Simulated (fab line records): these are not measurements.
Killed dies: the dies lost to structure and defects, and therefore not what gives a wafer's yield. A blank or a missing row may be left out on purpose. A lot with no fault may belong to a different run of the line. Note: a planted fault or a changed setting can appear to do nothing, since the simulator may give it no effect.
Chamber matching -- flow sky130 -- SKY_VIA1_CMP_02 on cmp-02: 4 sister chambers
The step polishes SiO2. 8 wafers are shown with their chamber, then 7 later ones without.

## EACH WAFER AND ITS CHAMBER
wafer,chamber,motor current A (A)
L320.3,3,15.0
L320.5,0,14.5
L322.3,0,14.8
L326.1,1,14.1
L326.2,3,14.3
L326.5,2,13.9
L334.2,2,14.4
L334.3,1,14.0

## WAFERS WHOSE CHAMBER IS MISSING
wafer,motor current A (A)
L334.4,14.6
L335.1,14.8
L335.4,14.1
L335.6,14.7
L336.2,13.9
L336.3,13.1
L336.5,13.3

## WHICH CHAMBER EACH ONE RAN IN
wafer,from the rows above,in truth
L334.4,can't be placed: 0 or 3 or 2 or 1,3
L335.1,can't be placed: 0 or 3 or 2 or 1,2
L335.4,can't be placed: 1 or 2 or 0 or 3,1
L335.6,can't be placed: 0 or 3 or 2 or 1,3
L336.2,can't be placed: 1 or 2 or 0 or 3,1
L336.3,can't be placed: 1 or 2 or 0 or 3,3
L336.5,can't be placed: 1 or 2 or 0 or 3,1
0 of 7 placed correctly. Unplaceable from these rows: 7, with the true chamber sitting among the candidates in 7. Number placed wrongly: 0.
How it was worked out, from the rows above alone: a wafer's distance from a chamber is the root of the sum, over the readings, of the square of ((its reading less the chamber's mean) divided by the reading's scatter). If the next closest chamber is less than 2 further off than the closest, the wafer can't be placed; otherwise it belongs to the closest. For every chamber, the mean is computed from those of its wafers that are shown. How the scatter is found: for the shown wafers, subtract from each reading the mean of its chamber, square and add these, divide the total by (wafers less chambers), then take the root.
